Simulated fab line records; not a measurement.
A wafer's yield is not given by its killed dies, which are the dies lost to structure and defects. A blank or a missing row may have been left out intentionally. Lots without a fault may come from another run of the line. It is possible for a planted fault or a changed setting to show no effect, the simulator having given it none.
Chamber matching    flow sky130    cmp-01 running SKY_VIA1_CMP_24: 4 sister chambers
The step polishes, stops on SiO2, t overpolish 15 s, target thk 0 nm. 8 wafers are shown with their chamber, then 12 later ones without.

WAFERS, EACH WITH ITS CHAMBER
wafer   chamber  motorCurrentA (A)  timeToEndpointS (s)
L087.3  2        12.3               69
L087.6  3        9.8                68
L089.1  2        12.6               66
L089.2  1        12.6               66
L089.4  0        10.8               70
L091.4  3        10.5               68
L091.5  0        10.3               73
L091.6  1        11.5               72

WAFERS WITHOUT THEIR CHAMBER
wafer   motorCurrentA (A)  timeToEndpointS (s)
L094.3  13.3               68
L094.4  12.4               71
L094.6  10.4               66
L092.1  12.8               71
L092.3  10.4               73
L092.6  9.8                68
L095.1  12.9               63
L095.2  11.2               66
L095.3  12.3               65
L095.4  10.6               62
L095.5  12.8               64
L095.6  10.7               62

THE CHAMBER EACH PASSED THROUGH
wafer   from the rows above                in truth
L094.3  can't be placed: 2 or 1            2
L094.4  can't be placed: 1 or 2            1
L094.6  can't be placed: 3 or 0            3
L092.1  can't be placed: 2 or 1            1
L092.3  can't be placed: 0 or 3            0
L092.6  can't be placed: 3 or 0            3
L095.1  can't be placed: 2 or 1            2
L095.2  can't be placed: 1 or 3 or 0 or 2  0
L095.3  can't be placed: 2 or 1            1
L095.4  can't be placed: 3 or 0 or 1 or 2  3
L095.5  can't be placed: 2 or 1            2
L095.6  can't be placed: 3 or 0 or 1 or 2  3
Placed correctly: 0 of 12. Not placeable from these rows: 12 (in 12, the candidates include the true chamber). Wrongly placed: 0.
How it was worked out, from the rows above alone: a wafer's distance from a chamber is the root of the sum, over the readings, of the square of ((its reading less the chamber's mean) divided by the reading's scatter). The wafer belongs to the nearest chamber; if the next one is less than 2 further off, it can't be placed. Each chamber's mean is taken over the wafers shown for it. The scatter: take each reading less its chamber's mean, square it, sum over the shown wafers, divide by the number of wafers less the number of chambers, and take the root.
